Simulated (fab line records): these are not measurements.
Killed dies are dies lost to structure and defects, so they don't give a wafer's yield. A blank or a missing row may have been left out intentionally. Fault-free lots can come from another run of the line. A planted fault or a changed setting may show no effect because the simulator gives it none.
2 desks looking at one fault	flow sfq line	each desk holds nothing but its own numbers, with what lay behind them at the end

## THE METROLOGY DESK
What the gauges read, lot by lot, whatever tool the lot ran on: means of the sampled wafers that have a number. Any lot whose mean is over 4 standard deviations away from the usual mean is out of limits and marked OUT; that distance is given in the brackets.
Columns: A = M1_NB_RS at SFQ_M1_RS_MEAS_909, usual 0.889 ohm/sq; B = M1_OVL at SFQ_M1_OVL_MEAS_911, usual 1 nm
lot	first seen here	A	B
L556	day 11 04:43	0.893	-2
L560	day 12 07:03	0.880	1
L573	day 18 11:43	0.895	1
L574	day 18 16:38	0.896	3
L577	day 19 15:15	0.887	-2
L578	day 19 23:39	0.894	-2
Finding of this desk: none of the 6 lots has anything out of limits.

## TOOL OWNER'S DESK, rie metal-04
The tool's own readings at SFQ_TRILAYER_M1_BARC_OPEN_METAL_ETCH_054 (etches BARC in O2, target depth 125 nm, time 41.7 s): means of the sampled wafers that have a number, for each lot that ran on this tool. Any lot whose mean is over 4 standard deviations away from the usual mean is out of limits and marked OUT; that distance is given in the brackets.
Columns: A = drypump motor current A at SFQ_TRILAYER_M1_BARC_OPEN_METAL_ETCH_054, usual 5.6 A; B = oes product au at SFQ_TRILAYER_M1_BARC_OPEN_METAL_ETCH_054, usual 0.686 a.u.; C = run length s at SFQ_TRILAYER_M1_BARC_OPEN_METAL_ETCH_054, usual 69.9 s
lot	first seen here	A	B	C
L560	day 16 17:32	5.1	0.685	70.5
L573	day 24 23:13	5.1	0.640 (-9.9) OUT	77.7 (+17) OUT
L574	day 25 08:49	5.1	0.640 (-9.8) OUT	77.7 (+17) OUT
Finding of this desk: L573, L574 out of limits; the first was L573 at day 24 23:13, on oes product au at SFQ_TRILAYER_M1_BARC_OPEN_METAL_ETCH_054. L560 stayed within limits.

## TAKEN TOGETHER
The tool owner's desk had the chance to raise an alarm at day 24 23:13 on L573, L574.
Nothing out of limits was seen by the metrology desk.
The metrology desk holds a record of L573, L574, inside its limits.
The lots listed all ran SFQ_TRILAYER_M1_BARC_OPEN_METAL_ETCH_054 on rie metal-04.

## WHAT WAS PUT IN BY THE SIMULATOR
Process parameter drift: rie metal-04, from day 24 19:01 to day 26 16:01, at SFQ_TRILAYER_M1_BARC_OPEN_METAL_ETCH_054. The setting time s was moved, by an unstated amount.
Lots struck among those shown: L573, L574.
Hours from the fault's start to each desk's first reading out of limits: the tool owner's desk, 4.
